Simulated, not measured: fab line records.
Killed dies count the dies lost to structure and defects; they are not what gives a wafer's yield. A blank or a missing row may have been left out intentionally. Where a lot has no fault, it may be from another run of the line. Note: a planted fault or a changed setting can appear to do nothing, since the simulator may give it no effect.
Which of the tools did it? :: flow sky130 :: 36 wafers from 12 lots sampled at 4 of the route's 708 steps

## WHAT THE GAUGES SHOWED, per wafer
The record lacks any reading of a measuring or inspecting step that a usual standard deviation could be used to judge.

## EACH LOT AND THE TOOL THAT RAN IT (in order: tool; ch and the chambers of the sampled wafers; start)
lot: L404
SKY_VIA3_CVD_21: cvd_w-02 ch 0,1, day 40 14:06
SKY_METAL4_DESCUM_15: rie_metal-02 ch 0,1, day 42 14:05
SKY_METAL4_METAL_ETCH_18: rie_metal-01 ch 0,1, day 42 14:14
SKY_VIA4_CMP_02: cmp-02 ch 1,2,3, day 42 15:14

lot: L407
SKY_VIA3_CVD_21: cvd_w-02 ch 0,1, day 41 02:11
SKY_METAL4_DESCUM_15: rie_metal-02 ch 0,1, day 43 02:56
SKY_METAL4_METAL_ETCH_18: rie_metal-01 ch 0,1, day 43 03:05
SKY_VIA4_CMP_02: cmp-01 ch 1,2,3, day 43 04:05

lot: L408
SKY_VIA3_CVD_21: cvd_w-01 ch 0,1, day 41 03:12
SKY_METAL4_DESCUM_15: rie_metal-02 ch 0,1, day 43 03:55
SKY_METAL4_METAL_ETCH_18: rie_metal-04 ch 0,1, day 43 04:04
SKY_VIA4_CMP_02: cmp-01 ch 2,3, day 43 05:04

lot: L410
SKY_VIA3_CVD_21: cvd_w-01 ch 0,1, day 41 13:11
SKY_METAL4_DESCUM_15: rie_metal-01 ch 0,1, day 43 12:56
SKY_METAL4_METAL_ETCH_18: rie_metal-02 ch 0,1, day 43 13:05
SKY_VIA4_CMP_02: cmp-02 ch 0,1,3, day 43 14:05

lot: L411
SKY_VIA3_CVD_21: cvd_w-01 ch 0,1, day 42 02:49
SKY_METAL4_DESCUM_15: rie_metal-02 ch 1, day 44 02:34
SKY_METAL4_METAL_ETCH_18: rie_metal-04 ch 0,1, day 44 02:53
SKY_VIA4_CMP_02: cmp-01 ch 0,3, day 44 03:55

lot: L412
SKY_VIA3_CVD_21: cvd_w-02 ch 0,1, day 42 04:19
SKY_METAL4_DESCUM_15: rie_metal-01 ch 0,1, day 44 03:17
SKY_METAL4_METAL_ETCH_18: rie_metal-02 ch 1, day 44 03:33
SKY_VIA4_CMP_02: cmp-01 ch 0,1,2, day 44 04:37

lot: L413
SKY_VIA3_CVD_21: cvd_w-02 ch 0,1, day 42 18:30
SKY_METAL4_DESCUM_15: rie_metal-01 ch 0,1, day 44 16:34
SKY_METAL4_METAL_ETCH_18: rie_metal-02 ch 1, day 44 16:43
SKY_VIA4_CMP_02: cmp-02 ch 0,1,3, day 44 17:59

lot: L414
SKY_VIA3_CVD_21: cvd_w-02 ch 0,1, day 43 02:42
SKY_METAL4_DESCUM_15: rie_metal-02 ch 0,1, day 45 01:09
SKY_METAL4_METAL_ETCH_18: rie_metal-04 ch 0,1, day 45 01:18
SKY_VIA4_CMP_02: cmp-02 ch 2,3, day 45 02:18

lot: L416
SKY_VIA3_CVD_21: cvd_w-01 ch 0,1, day 44 21:33
SKY_METAL4_DESCUM_15: rie_metal-04 ch 0, day 46 17:56
SKY_METAL4_METAL_ETCH_18: rie_metal-02 ch 0,1, day 46 18:05
SKY_VIA4_CMP_02: cmp-01 ch 1,2,3, day 46 19:05

lot: L418
SKY_VIA3_CVD_21: cvd_w-01 ch 0,1, day 45 00:47
SKY_METAL4_DESCUM_15: rie_metal-04 ch 0, day 46 20:45
SKY_METAL4_METAL_ETCH_18: rie_metal-02 ch 1, day 46 20:54
SKY_VIA4_CMP_02: cmp-02 ch 0,2, day 46 21:57

lot: L422
SKY_VIA3_CVD_21: cvd_w-02 ch 0,1, day 45 02:26
SKY_METAL4_DESCUM_15: rie_metal-02 ch 0, day 46 22:25
SKY_METAL4_METAL_ETCH_18: rie_metal-02 ch 0, day 46 22:44
SKY_VIA4_CMP_02: cmp-01 ch 1,2,3, day 46 23:55

lot: L423
SKY_VIA3_CVD_21: cvd_w-02 ch 0,1, day 45 08:50
SKY_METAL4_DESCUM_15: rie_metal-04 ch 0, day 47 04:29
SKY_METAL4_METAL_ETCH_18: rie_metal-02 ch 0, day 47 04:38
SKY_VIA4_CMP_02: cmp-01 ch 2,3, day 47 05:52
- SKY_VIA3_CVD_21: deposits W, target thk 390 nm, time 117.31 s.
- SKY_METAL4_DESCUM_15: chemistry O2, time 8 s.
- SKY_METAL4_METAL_ETCH_18: etches the open film in Cl2/BCl3, stops on SiO2, target depth 845 nm, time 183.1 s.
- SKY_VIA4_CMP_02: polishes SiO2.

## AS READ BY THE TOOLS THEMSELVES (means over the sampled wafers that have a number; for cases with no such wafer, the mark the record gives instead)
SKY_VIA3_CVD_21.
lot: L404
tool: cvd_w-02
heater_power_w (W): 861

lot: L407
tool: cvd_w-02
heater_power_w (W): 811

lot: L408
tool: cvd_w-01
heater_power_w (W): 950

lot: L410
tool: cvd_w-01
heater_power_w (W): 931

lot: L411
tool: cvd_w-01
heater_power_w (W): 934

lot: L412
tool: cvd_w-02
heater_power_w (W): 854

lot: L413
tool: cvd_w-02
heater_power_w (W): 854

lot: L414
tool: cvd_w-02
heater_power_w (W): 867

lot: L416
tool: cvd_w-01
heater_power_w (W): 1063

lot: L418
tool: cvd_w-01
heater_power_w (W): 952

lot: L422
tool: cvd_w-02
heater_power_w (W): 823

lot: L423
tool: cvd_w-02
heater_power_w (W): 801

SKY_METAL4_DESCUM_15.
lot: L404
tool: rie_metal-02
drypump_motor_current_A (A): 5.7
oes_product_au (a.u.): 0.991

lot: L407
tool: rie_metal-02
drypump_motor_current_A (A): 5.7
oes_product_au (a.u.): 0.991

lot: L408
tool: rie_metal-02
drypump_motor_current_A (A): 5.7
oes_product_au (a.u.): 1.001

lot: L410
tool: rie_metal-01
drypump_motor_current_A (A): 5.8
oes_product_au (a.u.): 0.993

lot: L411
tool: rie_metal-02
drypump_motor_current_A (A): 6.0
oes_product_au (a.u.): 0.985

lot: L412
tool: rie_metal-01
drypump_motor_current_A (A): 5.9
oes_product_au (a.u.): 1.006

lot: L413
tool: rie_metal-01
drypump_motor_current_A (A): 5.9
oes_product_au (a.u.): 0.999

lot: L414
tool: rie_metal-02
drypump_motor_current_A (A): 5.6
oes_product_au (a.u.): 1.005

lot: L416
tool: rie_metal-04
drypump_motor_current_A (A): 6.3
oes_product_au (a.u.): 0.997

lot: L418
tool: rie_metal-04
drypump_motor_current_A (A): 6.3
oes_product_au (a.u.): 0.999

lot: L422
tool: rie_metal-02
drypump_motor_current_A (A): 5.1
oes_product_au (a.u.): 1.001

lot: L423
tool: rie_metal-04
drypump_motor_current_A (A): 6.3
oes_product_au (a.u.): 0.998

SKY_METAL4_METAL_ETCH_18.
lot: L404
tool: rie_metal-01
chamber_pressure_mTorr (mTorr): 10.007
drypump_motor_current_A (A): 5.9
oes_product_au (a.u.): 0.869
throttle_valve_pct (%): 22.260

lot: L407
tool: rie_metal-01
chamber_pressure_mTorr (mTorr): 9.996
drypump_motor_current_A (A): 5.9
oes_product_au (a.u.): 0.874
throttle_valve_pct (%): 22.261

lot: L408
tool: rie_metal-04
chamber_pressure_mTorr (mTorr): 9.998
drypump_motor_current_A (A): 6.0
oes_product_au (a.u.): 0.863
throttle_valve_pct (%): 22.260

lot: L410
tool: rie_metal-02
chamber_pressure_mTorr (mTorr): 9.992
drypump_motor_current_A (A): 5.4
oes_product_au (a.u.): 0.876
throttle_valve_pct (%): 22.262

lot: L411
tool: rie_metal-04
chamber_pressure_mTorr (mTorr): 10.003
drypump_motor_current_A (A): 6.0
oes_product_au (a.u.): 0.875
throttle_valve_pct (%): 22.261

lot: L412
tool: rie_metal-02
chamber_pressure_mTorr (mTorr): 9.991
drypump_motor_current_A (A): 5.9
oes_product_au (a.u.): 0.860
throttle_valve_pct (%): 22.260

lot: L413
tool: rie_metal-02
chamber_pressure_mTorr (mTorr): 9.999
drypump_motor_current_A (A): 6.0
oes_product_au (a.u.): 0.859
throttle_valve_pct (%): 22.268

lot: L414
tool: rie_metal-04
chamber_pressure_mTorr (mTorr): 9.992
drypump_motor_current_A (A): 5.7
oes_product_au (a.u.): 0.861
throttle_valve_pct (%): 22.265

lot: L416
tool: rie_metal-02
chamber_pressure_mTorr (mTorr): 10.002
drypump_motor_current_A (A): 5.4
oes_product_au (a.u.): 0.865
throttle_valve_pct (%): 22.263

lot: L418
tool: rie_metal-02
chamber_pressure_mTorr (mTorr): 10.008
drypump_motor_current_A (A): 6.0
oes_product_au (a.u.): 0.866
throttle_valve_pct (%): 22.263

lot: L422
tool: rie_metal-02
chamber_pressure_mTorr (mTorr): 11.995
drypump_motor_current_A (A): 5.1
oes_product_au (a.u.): 0.866
throttle_valve_pct (%): 22.267

lot: L423
tool: rie_metal-02
chamber_pressure_mTorr (mTorr): 12.006
drypump_motor_current_A (A): 5.1
oes_product_au (a.u.): 0.874
throttle_valve_pct (%): 22.266

SKY_VIA4_CMP_02.
lot: L404
tool: cmp-02
motor_current_A (A): 13.6
retaining_ring_pressure_frac: 1.002
slurry_flow_ml_min: 149.8

lot: L407
tool: cmp-01
motor_current_A (A): 13.1
retaining_ring_pressure_frac: 1.000
slurry_flow_ml_min: 150.0

lot: L408
tool: cmp-01
motor_current_A (A): 14.1
retaining_ring_pressure_frac: 0.998
slurry_flow_ml_min: 149.5

lot: L410
tool: cmp-02
motor_current_A (A): 12.6
retaining_ring_pressure_frac: 1.000
slurry_flow_ml_min: 150.1

lot: L411
tool: cmp-01
motor_current_A (A): 13.4
retaining_ring_pressure_frac: 1.003
slurry_flow_ml_min: 149.6

lot: L412
tool: cmp-01
motor_current_A (A): 12.0
retaining_ring_pressure_frac: 1.000
slurry_flow_ml_min: 150.5

lot: L413
tool: cmp-02
motor_current_A (A): 12.3
retaining_ring_pressure_frac: 1.000
slurry_flow_ml_min: 149.9

lot: L414
tool: cmp-02
motor_current_A (A): 13.5
retaining_ring_pressure_frac: 0.998
slurry_flow_ml_min: 150.7

lot: L416
tool: cmp-01
motor_current_A (A): 13.1
retaining_ring_pressure_frac: 0.997
slurry_flow_ml_min: 150.0

lot: L418
tool: cmp-02
motor_current_A (A): 12.4
retaining_ring_pressure_frac: 0.999
slurry_flow_ml_min: 149.9

lot: L422
tool: cmp-01
motor_current_A (A): 13.0
retaining_ring_pressure_frac: 1.004
slurry_flow_ml_min: 149.6

lot: L423
tool: cmp-01
motor_current_A (A): 14.1
retaining_ring_pressure_frac: 0.997
slurry_flow_ml_min: 150.1

## THE ANSWER, worked out from the rows above alone
Rule: the usual values come from the lots themselves. The widest of any qualifying gaps counts: lots, ordered by their means at a reading, are off when they make up no more than a third of the lots, leave a main group of 4 or more, and stand apart from it by 3 or more times the standard deviation of that group's means. A main group is skipped when, at the precision printed for the reading in the tables above, its means are all equal. Also off: a lot with no number at a reading for which 4 or more lots have one. The other lots that the step has rows for count as sound. First the gauges in route order, then the tools' own readings, where a lot's mean is used as printed above. At the first step where some lot is off, the reading lying furthest off is the one used; lots without a number count as furthest.
Off: L422, L423, at SKY_METAL4_METAL_ETCH_18 (chamber_pressure_mTorr). For the main group the mean is 9.999 mTorr and the standard deviation 0.0058.
If a tool, at that step or one of the process steps before it, ran each lot that is off and ran no sound lot following the first of them, it fits. 2 tools fit, cvd_w-02 at SKY_VIA3_CVD_21 and rie_metal-02 at SKY_METAL4_METAL_ETCH_18, so this cannot tell which one it is.

## WHAT THE SIMULATOR PUT IN
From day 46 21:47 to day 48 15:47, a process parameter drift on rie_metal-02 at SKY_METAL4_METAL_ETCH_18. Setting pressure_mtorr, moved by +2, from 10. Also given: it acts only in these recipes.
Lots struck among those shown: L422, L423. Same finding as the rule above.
